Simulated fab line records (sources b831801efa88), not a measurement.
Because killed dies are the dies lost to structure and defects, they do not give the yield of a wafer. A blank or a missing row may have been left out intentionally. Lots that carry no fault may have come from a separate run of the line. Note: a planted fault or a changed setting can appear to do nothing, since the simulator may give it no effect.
Struck lot and sound lot, side by side || flow sky130 || 19 out of 708 route steps
Sound: these wafers, L475.1, L475.3, L475.6. Struck: wafer L481.3; the same lot's L481.6 was not struck, so it is left out; see the end for the cause.
Each step with rows lists, per side, the tool, then ch with its chambers, then its first start. Under that, the readings that differ: sound wafers || struck wafers || difference of the means || sigmas: that difference in standard deviations of wafers without a fault.
alike: readings with means less than 2 such deviations apart, plus words and numbers identical on both sides. not compared: withheld readings, readings lacking a value on some wafer, bounds such as >300 that could conceal the same value, and numbers that have no deviation in the record and whose values overlap.
A row with sigmas, a row that says differs or no value, or rows on one side alone: a step with any of these is where the two part. Numbers that don't overlap but have no deviation are shown without sigmas and don't part them. A reading missing from all wafers of one side parts the sides only when that side holds two or more wafers.

first, 1 step without rows for these wafers: SKY_VT_ADJUST_HVTP_DEVELOP_06 (develop time 60 s).
SKY_VT_ADJUST_HVTP_CD_MEAS_07: the cd target is 380 nm.
  sound on cd_sem-01 at day 7 21:42; struck on cd_sem-01 at day 8 00:46
  alike: cd_nm
SKY_VT_ADJUST_HVTP_OVL_MEAS_08:
  sound on overlay-01 at day 7 21:49; struck on overlay-01 at day 8 00:51
  alike: VT_ADJUST_HVTP_OVL
following that, these wafers have no rows for 1 step: SKY_VT_ADJUST_HVTP_IMPLANT_09.
SKY_VT_ADJUST_HVTP_STRIP_10: strips in O2/N2.
  sound on plasma_asher-01 ch 0,1, day 7 22:01; struck on plasma_asher-01 ch 1, day 8 01:04
  alike: drypump_motor_current_A, oes_product_au, strip_time_to_endpoint_s
  not compared: rf_hours_counter_h
SKY_VT_ADJUST_HVTP_TW_MEAS_11:
  sound on film_metro-02 at day 7 22:07; struck on film_metro-03 at day 8 01:09
{"reading": "VT_ADJUST_HVTP_TW", "sound": "1377 1369 1375", "struck": 1343, "difference": -31, "sigmas": -2}
then, 6 steps without rows for these wafers: SKY_VT_ADJUST_LVTN_DEHYDRATE_00 (time 60 s); SKY_VT_ADJUST_LVTN_HMDS_01 (prime time 60 s); SKY_VT_ADJUST_LVTN_COAT_02 (resist thk 3000 nm); SKY_VT_ADJUST_LVTN_SOFTBAKE_03; SKY_VT_ADJUST_LVTN_EXPOSE_04 (exposes mask NWM COMPLEMENT LESS NATIVE, target cd 840 nm); SKY_VT_ADJUST_LVTN_PEB_05.
SKY_VT_ADJUST_LVTN_DEVELOP_06: develop time 60 s.
  sound on litho_track-03 ch 0, day 8 05:00; struck on litho_track-02 ch 0, day 8 12:00
SKY_VT_ADJUST_LVTN_OVL_MEAS_07:
  sound on overlay-01 at day 8 06:07; struck on overlay-01 at day 8 13:01
  not compared: VT_ADJUST_LVTN_OVL
following that, these wafers have no rows for 1 step: SKY_VT_ADJUST_LVTN_IMPLANT_08.
SKY_VT_ADJUST_LVTN_STRIP_09: strips in O2/N2.
  sound on plasma_asher-01 ch 0,1, day 8 06:19; struck on plasma_asher-03 ch 0, day 8 13:13
{"reading": "strip_time_to_endpoint_s (s)", "sound": "36.64 36.75 36.81", "struck": 37.16, "difference": "+0.43", "sigmas": "+3"}
  alike: drypump_motor_current_A, oes_product_au
  not compared: rf_hours_counter_h
SKY_VT_ADJUST_LVTN_TW_MEAS_10:
  sound on film_metro-03 at day 8 06:25; struck on film_metro-04 at day 8 13:18
{"reading": "VT_ADJUST_LVTN_TW", "sound": "239.6 239.7 239.9", "struck": 29.7, "difference": -210.0, "sigmas": "-99 or more"}
then, 1 step without rows for these wafers: SKY_VT_ADJUST_LVTN_DEHYDRATE_11 (time 60 s).
-- a jump in the record: the struck wafers' starts before and after are 40 days apart (it breaks off in module VT_ADJUST_LVTN and resumes in module PAD_OPEN, where the first step shown is number 708 of the route) --
SKY_PAD_OPEN_PROBE_99:
  record: rows for the struck wafers here (prober-02, day 48 11:42), none for the sound ones

## WHERE THEY PART
Last at SKY_PAD_OPEN_PROBE_99 as far as this record goes, first at SKY_VT_ADJUST_HVTP_TW_MEAS_11.

WHY: whatever the simulator had introduced
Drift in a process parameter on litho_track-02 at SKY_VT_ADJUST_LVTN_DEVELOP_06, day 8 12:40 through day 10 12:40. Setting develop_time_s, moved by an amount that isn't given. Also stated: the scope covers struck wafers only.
